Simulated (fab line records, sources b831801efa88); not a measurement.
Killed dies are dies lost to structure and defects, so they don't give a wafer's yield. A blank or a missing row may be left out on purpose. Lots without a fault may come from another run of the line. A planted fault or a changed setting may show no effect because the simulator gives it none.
Which tool did it? | flow sky130 | 13 lots, 39 wafers sampled, at 5 steps of a route of 708

WHAT THE GAUGES READ, wafer by wafer
SKY_VT_ADJUST_NCORE_TW_MEAS_11. Usual: VT_ADJUST_NCORE_TW 218.3, standard deviation 1.
lot  | measured     | on            | VT_ADJUST_NCORE_TW | flag
L140 | day 8 22:23  | film_metro-04 | 218.9 218.4 219.1  |
L141 | day 9 06:35  | film_metro-02 | 217.0 217.7 217.5  |
L142 | day 9 09:05  | film_metro-04 | 217.6 218.1 218.2  |
L144 | day 10 02:25 | film_metro-02 | 217.8 218.3 219.0  |
L145 | day 10 10:05 | film_metro-03 | 220.0 219.4 219.8  |
L146 | day 10 13:18 | film_metro-03 | 220.4 219.2 219.2  |
L147 | day 10 20:15 | film_metro-04 | 118.9 117.8 117.8  | OFF
L148 | day 11 02:04 | film_metro-03 | 120.5 119.6 119.0  | OFF
L151 | day 12 03:51 | film_metro-03 | 218.4 216.9 217.9  |
L156 | day 13 19:17 | film_metro-03 | 219.3 218.9 217.9  |
L157 | day 14 00:17 | film_metro-02 | 217.6 217.8 218.7  |
L160 | day 14 19:56 | film_metro-04 | 216.9 215.7 216.7  |
L161 | day 15 05:15 | film_metro-03 | 217.0 217.7 217.4  |

SKY_POLY_GATE_OVL_MEAS_14. Usual: POLY_GATE_OVL -1 nm, standard deviation 5.3.
lot  | measured     | on         | POLY_GATE_OVL (nm) | flag
L140 | day 16 16:10 | overlay-02 | 5 2 1              |
L141 | day 17 05:14 | overlay-02 | -6 3 -8            |
L142 | day 17 06:46 | overlay-02 | 2 -8 -7            |
L144 | day 18 04:16 | overlay-02 | -12 -6 -15         |
L145 | day 18 13:26 | overlay-02 | 5 2 5              |
L146 | day 18 23:08 | overlay-02 | 0 -2 0             |
L147 | day 19 06:32 | overlay-01 | -6 -2 -1           |
L148 | day 19 14:52 | overlay-01 | 8 0 3              |
L151 | day 21 00:04 | overlay-02 | 0 0 -4             |
L156 | day 22 21:14 | overlay-02 | 2 7 -1             |
L157 | day 23 04:21 | overlay-01 | -5 -6 -4           |
L160 | day 24 01:24 | overlay-01 | 5 12 10            |
L161 | day 24 08:46 | overlay-02 | -7 -5 -10          |

SKY_LDD_HVN_OVL_MEAS_07. Usual: LDD_HVN_OVL 1.5 nm, standard deviation 1.4.
lot  | measured     | on         | LDD_HVN_OVL (nm) | flag
L140 | day 20 16:11 | overlay-02 | 1.3 1.2 0.2      |
L141 | day 21 04:22 | overlay-01 | 1.8 1.8 1.2      |
L142 | day 21 08:38 | overlay-01 | 2.6 3.1 2.9      |
L144 | day 22 03:17 | overlay-02 | -0.8 -0.1 1.1    |
L145 | day 22 12:43 | overlay-02 | 1.3 -0.2 0.5     |
L146 | day 22 22:44 | overlay-02 | 2.6 3.4 2.6      |
L147 | day 23 05:40 | overlay-01 | 0.6 0.1 -1.6     |
L148 | day 23 16:10 | overlay-02 | 5.1 5.7 4.6      |
L151 | day 24 21:05 | overlay-01 | -0.1 -0.6 -0.3   |
L156 | day 26 16:37 | overlay-01 | 2.2 3.9 1.8      |
L157 | day 27 00:16 | overlay-01 | 1.5 2.5 2.1      |
L160 | day 27 19:23 | overlay-01 | 0.9 0.4 0.2      |
L161 | day 28 01:59 | overlay-01 | 0.7 1.9 2.1      |

SKY_LDD_HVN_TW_MEAS_10. Usual: LDD_HVN_TW 1432, standard deviation 6.2.
lot  | measured     | on            | LDD_HVN_TW     | flag
L140 | day 20 16:28 | film_metro-01 | 1425 1427 1426 |
L141 | day 21 04:40 | film_metro-03 | 1436 1438 1440 |
L142 | day 21 08:55 | film_metro-01 | 1430 1430 1434 |
L144 | day 22 03:35 | film_metro-03 | 1438 1430 1431 |
L145 | day 22 13:00 | film_metro-04 | 1439 1432 1438 |
L146 | day 22 23:02 | film_metro-03 | 1430 1424 1427 |
L147 | day 23 05:57 | film_metro-03 | 1431 1428 1425 |
L148 | day 23 16:28 | film_metro-04 | 1445 1437 1443 |
L151 | day 24 21:22 | film_metro-03 | 1446 1432 1439 |
L156 | day 26 16:53 | film_metro-03 | 1429 1427 1436 |
L157 | day 27 00:32 | film_metro-03 | 1431 1443 1435 |
L160 | day 27 19:40 | film_metro-04 | 1426 1433 1430 |
L161 | day 28 02:17 | film_metro-01 | 1433 1432 1439 |

WHICH TOOL RAN EACH LOT (tool, then ch and the chambers of the sampled wafers, then the start)
lot  | SKY_VT_ADJUST_NCORE_IMPLANT_09
L140 | implanter-01 ch 0, day 8 22:08
L141 | implanter-01 ch 0, day 9 06:20
L142 | implanter-04 ch 0, day 9 08:50
L144 | implanter-04 ch 0, day 10 02:12
L145 | implanter-04 ch 0, day 10 09:48
L146 | implanter-01 ch 0, day 10 13:04
L147 | implanter-04 ch 0, day 10 20:01
L148 | implanter-04 ch 0, day 11 01:51
L151 | implanter-01 ch 0, day 12 03:37
L156 | implanter-01 ch 0, day 13 19:02
L157 | implanter-03 ch 0, day 14 00:02
L160 | implanter-01 ch 0, day 14 19:41
L161 | implanter-03 ch 0, day 15 05:01
- SKY_VT_ADJUST_NCORE_IMPLANT_09

WHAT THE TOOLS THEMSELVES READ (means of the sampled wafers that have a number; where no wafer has one, the mark that the record gives instead)
SKY_VT_ADJUST_NCORE_IMPLANT_09. Usual: dose_ions_cm2 2.3997e+12, standard deviation 2.9e+09; faraday_current_uA 13.51, standard deviation 0.27.
lot  | tool         | dose_ions_cm2 | faraday_current_uA | flag
L140 | implanter-01 | 2.4014e+12    | 13.38              |
L141 | implanter-01 | 2.4026e+12    | 13.33              |
L142 | implanter-04 | 2.4012e+12    | 13.70              |
L144 | implanter-04 | 2.4006e+12    | 13.33              |
L145 | implanter-04 | 2.4002e+12    | 13.67              |
L146 | implanter-01 | 2.3985e+12    | 13.59              |
L147 | implanter-04 | 2.4170e+11    | 1.37               | OFF
L148 | implanter-04 | 2.3963e+11    | 1.35               | OFF
L151 | implanter-01 | 2.3956e+12    | 13.39              |
L156 | implanter-01 | 2.4000e+12    | 13.46              |
L157 | implanter-03 | 2.3999e+12    | 13.47              |
L160 | implanter-01 | 2.4005e+12    | 13.58              |
L161 | implanter-03 | 2.3992e+12    | 13.36              |

THE ANSWER, worked out from the rows above alone
Rule: a lot is off if the mean of its wafers that have a number lies more than 3 standard deviations from the usual mean. A lot without any number at a reading at which 4 lots or more have one is off too. The other lots that the step has rows for count as sound. The gauges are gone through in route order, then the tools' own readings, and for those a lot's mean is taken as printed above. The first step at which some lot is off is used, and at that step the reading that is off furthest; a lot without a number counts as furthest.
Off: L147, L148, at SKY_VT_ADJUST_NCORE_TW_MEAS_11 (VT_ADJUST_NCORE_TW).
A tool fits if, at a process step before that reading, it ran every lot that is off, and no sound lot after the first of them. The gauges at SKY_VT_ADJUST_NCORE_TW_MEAS_11 aren't tried: what is off there is off at SKY_VT_ADJUST_NCORE_IMPLANT_09 too, on other tools, and a gauge's error can't cause that. One fits: implanter-04 at SKY_VT_ADJUST_NCORE_IMPLANT_09. Its last sound lot is L145 (day 10 09:48), its first lot that is off L147 (day 10 20:01): a fault that began between those two fits.
The tool's own readings at SKY_VT_ADJUST_NCORE_IMPLANT_09 bear it out: on the lots that are off they differ by more than 5 times the standard deviation of the sound lots' means. dose_ions_cm2 reads 2.4066e+11 there against 2.4000e+12 on the sound lots; faraday_current_uA reads 1.36 there against 13.48 on the sound lots.

WHAT THE SIMULATOR HAD PUT IN
Process parameter drift: implanter-04, from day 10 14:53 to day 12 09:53, at SKY_VT_ADJUST_NCORE_IMPLANT_09. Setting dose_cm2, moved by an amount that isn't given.
Lots struck among those shown: L147, L148. The rule above found the same.
